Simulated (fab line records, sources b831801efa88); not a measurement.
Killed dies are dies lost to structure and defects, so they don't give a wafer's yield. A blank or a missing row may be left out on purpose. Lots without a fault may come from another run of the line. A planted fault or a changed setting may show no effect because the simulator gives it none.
Which tool did it? | flow sky130 | 10 lots, 30 wafers sampled, at 4 steps of a route of 708

WHAT THE GAUGES READ, wafer by wafer
SKY_VIA1_OVL_MEAS_13.
lot  | measured     | on         | VIA1_OVL (nm)
L396 | day 33 21:46 | overlay-01 | -12 -6 -3
L398 | day 34 16:24 | overlay-02 | -10 0 -7
L400 | day 35 07:38 | overlay-02 | -5 -2 -6
L401 | day 35 17:14 | overlay-02 | 0 9 -5
L405 | day 38 08:10 | overlay-01 | -2 -1 0
L407 | day 38 11:01 | overlay-01 | -3 -10 -5
L409 | day 38 11:14 | overlay-02 | -2 -5 4
L408 | day 38 13:45 | overlay-01 | -5 -14 -3
L414 | day 39 13:59 | overlay-01 | -5 -8 -11
L419 | day 41 16:08 | overlay-01 | -6 -7 -3

SKY_VIA1_RS_MEAS_22: measures by four-point-probe.
lot  | measured     | on            | VIA1_W_RS (ohm/sq)
L396 | day 33 22:39 | film_metro-01 | 0.427 0.429 0.427
L398 | day 34 17:20 | film_metro-04 | 0.428 0.425 0.428
L400 | day 35 08:30 | film_metro-02 | 0.423 0.424 0.420
L401 | day 35 18:07 | film_metro-02 | 0.417 0.417 0.423
L405 | day 38 09:02 | film_metro-02 | 0.432 0.432 0.432
L407 | day 38 11:55 | film_metro-01 | 0.435 0.432 0.432
L409 | day 38 12:09 | film_metro-02 | 0.424 0.432 0.324 0.425 0.434 0.325
L408 | day 38 14:40 | film_metro-04 | 0.321 0.322 0.427 0.321 0.323 0.426
L414 | day 39 14:52 | film_metro-01 | 0.428 0.434 0.425
L419 | day 41 17:05 | film_metro-01 | 0.429 0.428 0.427

SKY_VIA1_THK_MEAS_23: measures by xrf.
lot  | measured     | on            | VIA1_W_THK (nm)
L396 | day 33 22:46 | film_metro-01 | 272 272 271
L398 | day 34 17:26 | film_metro-04 | 267 268 268
L400 | day 35 08:37 | film_metro-02 | 268 267 271
L401 | day 35 18:14 | film_metro-02 | 273 272 268
L405 | day 38 09:09 | film_metro-02 | 263 262 263
L407 | day 38 12:02 | film_metro-01 | 263 266 266
L409 | day 38 14:14 | film_metro-02 | 266 260 349 267 261 347
L408 | day 38 18:10 | film_metro-04 | 352 350 267 354 350 266
L414 | day 39 14:59 | film_metro-01 | 270 268 275
L419 | day 41 17:13 | film_metro-01 | 269 269 271

WHICH TOOL RAN EACH LOT (tool, then ch and the chambers of the sampled wafers, then the start)
lot  | SKY_VIA1_CVD_21
L396 | cvd_w-02 ch 0,1, day 33 22:32
L398 | cvd_w-01 ch 0,1, day 34 17:14
L400 | cvd_w-01 ch 0,1, day 35 08:25
L401 | cvd_w-01 ch 0,1, day 35 18:01
L405 | cvd_w-02 ch 0,1, day 38 08:56
L407 | cvd_w-02 ch 1, day 38 11:49
L409 | cvd_w-02 ch 0,1, day 38 12:03
L408 | cvd_w-02 ch 0,1, day 38 14:34
L414 | cvd_w-01 ch 0, day 39 14:46
L419 | cvd_w-02 ch 0,1, day 41 16:59
- SKY_VIA1_CVD_21: deposits W, target thk 270 nm, time 80.902 s.

WHAT THE TOOLS THEMSELVES READ (means of the sampled wafers that have a number; where no wafer has one, the mark that the record gives instead)
SKY_VIA1_CVD_21.
lot  | tool     | heater_power_outer_w (W) | heater_power_w (W)
L396 | cvd_w-02 | 599                      | 995
L398 | cvd_w-01 | 587                      | 908
L400 | cvd_w-01 | 558                      | 893
L401 | cvd_w-01 | 565                      | 892
L405 | cvd_w-02 | 599                      | 1023
L407 | cvd_w-02 | 618                      | 1023
L409 | cvd_w-02 | 607                      | 1012
L408 | cvd_w-02 | 592                      | 1011
L414 | cvd_w-01 | 531                      | 878
L419 | cvd_w-02 | 593                      | 982

THE ANSWER, worked out from the rows above alone
Rule: what is usual is taken from the lots themselves. Put in order of their means at a reading, lots are off if they are a third of the lots or fewer, leave a main group of 4 or more, and stand apart from it by a gap of 3 or more times the standard deviation of the main group's means; of several such gaps the widest counts. A main group whose means are all the same, to the digits that the tables above print for the reading, isn't used. A lot without any number at a reading at which 4 lots or more have one is off too. The other lots that the step has rows for count as sound. The gauges are gone through in route order, then the tools' own readings, and for those a lot's mean is taken as printed above. The first step at which some lot is off is used, and at that step the reading that is off furthest; a lot without a number counts as furthest.
Off: L409, L408, at SKY_VIA1_RS_MEAS_22 (VIA1_W_RS). The main group: mean 0.427 ohm/sq, standard deviation 0.0044.
A tool fits if, at a process step before that reading, it ran every lot that is off, and no sound lot after the first of them. The gauges at SKY_VIA1_RS_MEAS_22 are tried like those tools. None of those tried fits.

WHAT THE SIMULATOR HAD PUT IN
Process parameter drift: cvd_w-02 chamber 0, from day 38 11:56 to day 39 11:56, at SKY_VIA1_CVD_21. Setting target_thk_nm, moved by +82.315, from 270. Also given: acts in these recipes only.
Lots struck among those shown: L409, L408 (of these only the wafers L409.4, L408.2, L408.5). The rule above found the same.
